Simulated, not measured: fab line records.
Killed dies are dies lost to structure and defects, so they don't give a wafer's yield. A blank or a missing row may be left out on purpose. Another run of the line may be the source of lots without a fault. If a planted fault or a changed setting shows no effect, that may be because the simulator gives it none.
Which tool did it?    flow sfq-line    14 lots, 42 wafers sampled, at 2 steps of a route of 325

## WHAT THE GAUGES READ, wafer by wafer
SFQ_M4_RS_MEAS_924: a four-point-probe measurement.
lot   measured      on             M4_NB_RS (ohm/sq)
L144  day 31 00:24  film-metro-01  0.891 0.896 0.886
L146  day 39 15:22  film-metro-02  0.891 0.890 0.882
L147  day 39 22:17  film-metro-01  0.882 0.867 0.880
L149  day 40 06:46  film-metro-02  0.898 0.895 0.889
L150  day 45 14:18  film-metro-03  0.883 0.888 0.900
L152  day 46 16:12  film-metro-03  0.654 0.651 0.649
L154  day 47 17:25  film-metro-03  0.659 0.662 0.664
L157  day 48 20:44  film-metro-02  0.895 0.899 0.912
L160  day 50 02:09  film-metro-02  0.885 0.885 0.885
L161  day 50 07:41  film-metro-03  0.892 0.889 0.875
L163  day 51 09:56  film-metro-02  0.870 0.861 0.864
L165  day 51 16:16  film-metro-01  0.905 0.907 0.913
L166  day 51 23:01  film-metro-02  0.889 0.892 0.893
L167  day 52 02:34  film-metro-02  0.881 0.879 0.869

## WHICH TOOL RAN EACH LOT (tool, then ch and the chambers of the sampled wafers, then the start)
lot   SFQ_TRILAYER_M4_DEP_SPUTTER_091
L144  pvd-sputter-03, day 31 00:15
L146  pvd-sputter-03, day 39 15:16
L147  pvd-sputter-06, day 39 22:11
L149  pvd-sputter-03, day 40 06:38
L150  pvd-sputter-06, day 45 14:13
L152  pvd-sputter-06, day 46 16:05
L154  pvd-sputter-06, day 47 17:19
L157  pvd-sputter-03, day 48 20:38
L160  pvd-sputter-04, day 50 02:02
L161  pvd-sputter-03, day 50 07:36
L163  pvd-sputter-06, day 51 09:48
L165  pvd-sputter-04, day 51 16:09
L166  pvd-sputter-04, day 51 22:55
L167  pvd-sputter-06, day 52 02:28
- SFQ_TRILAYER_M4_DEP_SPUTTER_091: material Nb, target thk 200 nm, time 133.3 s.

## AS READ BY THE TOOLS THEMSELVES (means over the sampled wafers that have a number; for cases with no such wafer, the mark the record gives instead)
SFQ_TRILAYER_M4_DEP_SPUTTER_091.
lot   tool            cathode-dc-power-W (W)  throttle-valve-pct (%)
L144  pvd-sputter-03  2000.0                  30.5
L146  pvd-sputter-03  1999.9                  30.7
L147  pvd-sputter-06  2000.1                  29.7
L149  pvd-sputter-03  1999.6                  31.0
L150  pvd-sputter-06  2000.2                  29.1
L152  pvd-sputter-06  2676.1                  30.8
L154  pvd-sputter-06  2676.4                  30.4
L157  pvd-sputter-03  2000.2                  30.5
L160  pvd-sputter-04  1999.8                  29.5
L161  pvd-sputter-03  2000.3                  30.7
L163  pvd-sputter-06  2000.3                  29.8
L165  pvd-sputter-04  2000.1                  29.1
L166  pvd-sputter-04  2000.4                  29.7
L167  pvd-sputter-06  1999.9                  29.8

## THE ANSWER, worked out from the rows above alone
Rule: what is usual is taken from the lots themselves. The widest of any qualifying gaps counts: lots, ordered by their means at a reading, are off when they make up no more than a third of the lots, leave a main group of 4 or more, and stand apart from it by 3 or more times the standard deviation of that group's means. Not used: any main group whose means are identical at the precision the tables above print for the reading. Also off: a lot with no number at a reading for which 4 or more lots have one. Where the step has rows for the other lots, those lots are counted as sound. First the gauges in route order, then the tools' own readings, where a lot's mean is used as printed above. At the first step where some lot is off, the reading lying furthest off is the one used; lots without a number count as furthest.
Off: at SFQ_M4_RS_MEAS_924 (M4_NB_RS), L152, L154. Mean 0.888 ohm/sq and standard deviation 0.011 in the main group.
A tool fits if, at a process step before that reading, it ran every lot that is off, and no sound lot after the first of them. The gauges at SFQ_M4_RS_MEAS_924 aren't tried: what is off there is off at SFQ_TRILAYER_M4_DEP_SPUTTER_091 too, on other tools, and a gauge's error can't cause that. Of those tried, none fits.

## WHAT THE SIMULATOR HAD PUT IN
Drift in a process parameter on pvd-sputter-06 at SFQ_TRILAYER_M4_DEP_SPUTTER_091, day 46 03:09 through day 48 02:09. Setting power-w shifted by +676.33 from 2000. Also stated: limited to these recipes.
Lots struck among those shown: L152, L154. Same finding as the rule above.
